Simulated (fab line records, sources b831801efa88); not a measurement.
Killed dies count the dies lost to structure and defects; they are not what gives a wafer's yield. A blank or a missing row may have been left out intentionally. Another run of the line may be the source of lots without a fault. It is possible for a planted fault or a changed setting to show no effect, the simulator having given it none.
Problem report in the 8D (eight disciplines) form, filled by code | flow sky130 | the parts of the form that need people (team, actions taken, sign-off) are left out

1. WHAT WENT WRONG
At SKY_FIELD_ISO_CMP_27, time-to-endpoint-s averages 216 s over 2 wafers from 2 lots, while fault-free wafers read 110 s, standard deviation 4.5. That puts it +23 standard deviations away from the usual mean.
The step: polishes, stops on Si3N4, t overpolish 16 s, target thk 457.8 nm.
Earliest sighting: wafer L545.3 on cmp-01 at day 7 06:41. Wafers with a number at this step in the record: 42, from 14 lots. Rule for "out", or "out of limits": more than 4 standard deviations from the usual mean. The other wafers with a number count as sound.

2. WHAT IT IS; WHAT IT IS NOT
question                    | is                 | is not
which readings at this step | time-to-endpoint-s | motor-current-A, overpolish-run-s
which lots                  | L545, L546         | L523, L525, L527, L528, L529, L531, L532, L533, L534, L535, L536, L537
which wafers of those lots  | L545.3, L546.4     | L545.2, L545.5, L546.5, L546.6
read on which tools         | cmp-01             | cmp-02
when                        | from day 7 06:41   | up to then (38 sound wafers); but 2 sound wafers of L546 came after

3. SUSPECTS, AND WHAT RULES EACH OUT
Counting: a tool at a process step up to the reading stays a suspect if it ran every lot that is out. Sound lots after the first of them don't rule it out here, since some wafers of a struck lot are sound.
- cmp-01 at SKY_FIELD_ISO_CMP_27 (polishes, stops on Si3N4, t overpolish 16 s, target thk 457.8 nm): kept. Every lot that is out went through it, the first being L545 (day 7 06:41); the last sound lot it ran before that was L537 (day 5 10:20). On those wafers its own readings are out: time-to-endpoint-s.
The count leaves cmp-01 at SKY_FIELD_ISO_CMP_27.

4. THE CAUSE (what the simulator had put in)
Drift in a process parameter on cmp-01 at SKY_FIELD_ISO_CMP_27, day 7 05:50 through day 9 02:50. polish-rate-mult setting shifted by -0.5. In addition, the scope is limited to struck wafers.
The count eliminated every tool but this one.

5. SEQUENCE OF EFFECTS, ordered by route
Each row: a reading whose mean over the struck wafers that have a number lies more than 3 standard deviations from the usual. Readings are gone through only where the record gives a usual standard deviation; hours: the median, over the lots, of the time from a lot's start at the first step in this table giving one to that lot's start at this step; sigmas: the change measured in usual standard deviations.
hours | step                 | reading            | usual | on struck wafers | change | sigmas
0     | SKY_FIELD_ISO_CMP_27 | time-to-endpoint-s | 110 s | 216              | +106   | +23
It contains these process steps:
- SKY_FIELD_ISO_CMP_27: polishes, stops on Si3N4, t overpolish 16 s, target thk 457.8 nm.
Later measuring or inspecting steps at which every struck wafer that the step has a row for has a number for every such reading, and none has moved that far: SKY_PWDE_OVL_MEAS_07, SKY_PWDE_TW_MEAS_10.

6. HOW IT WOULD HAVE BEEN CAUGHT EARLIER
In this record the first reading out of limits was taken at day 7 06:41, 1 hour after the fault began at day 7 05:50.
